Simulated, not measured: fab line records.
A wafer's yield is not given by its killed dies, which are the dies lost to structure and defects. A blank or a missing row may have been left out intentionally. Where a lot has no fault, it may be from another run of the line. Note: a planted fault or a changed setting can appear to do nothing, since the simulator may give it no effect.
Matching of chambers ; flow gf180mcu ; cmp-02 running GF_V1_CMP_26: 4 sister chambers
The step polishes, stops on SiO2, t overpolish 15 s, target thk 0 nm. 4 wafers are shown with their chamber, then 8 later ones without.

== EACH WAFER AND ITS CHAMBER ==
wafer;chamber;motorCurrentA (A)
L434.4;1;12.1
L441.1;3;11.0
L443.6;2;10.4
L444.4;0;11.8

== WAFERS WHOSE CHAMBER IS MISSING ==
wafer;motorCurrentA (A)
L444.5;11.0
L444.6;11.5
L446.2;12.1
L446.3;10.9
L446.5;11.6
L448.1;11.0
L448.2;11.9
L448.4;10.0

== WHICH CHAMBER EACH WENT THROUGH ==
wafer;from the rows above;in truth
L444.5;3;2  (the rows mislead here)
L444.6;can't be placed: 0 or 3 or 1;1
L446.2;can't be placed: 1 or 0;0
L446.3;3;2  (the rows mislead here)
L446.5;can't be placed: 0 or 1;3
L448.1;3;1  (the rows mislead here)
L448.2;can't be placed: 0 or 1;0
L448.4;2;2
1 of 8 placed correctly. Can't be placed from these rows: 4 (the true chamber is among the candidates in 3). Placed wrongly: 3.
How it was worked out, from the rows above alone: a wafer's distance from a chamber is the root of the sum, over the readings, of the square of ((its reading less the chamber's mean) divided by the reading's scatter). The wafer belongs to the nearest chamber; if the next one is less than 2 further off, it can't be placed. Each chamber's mean is taken over the wafers shown for it. The scatter: with one shown wafer a chamber, the root of the mean of the squares of how far each hidden wafer lies from its nearest shown one.
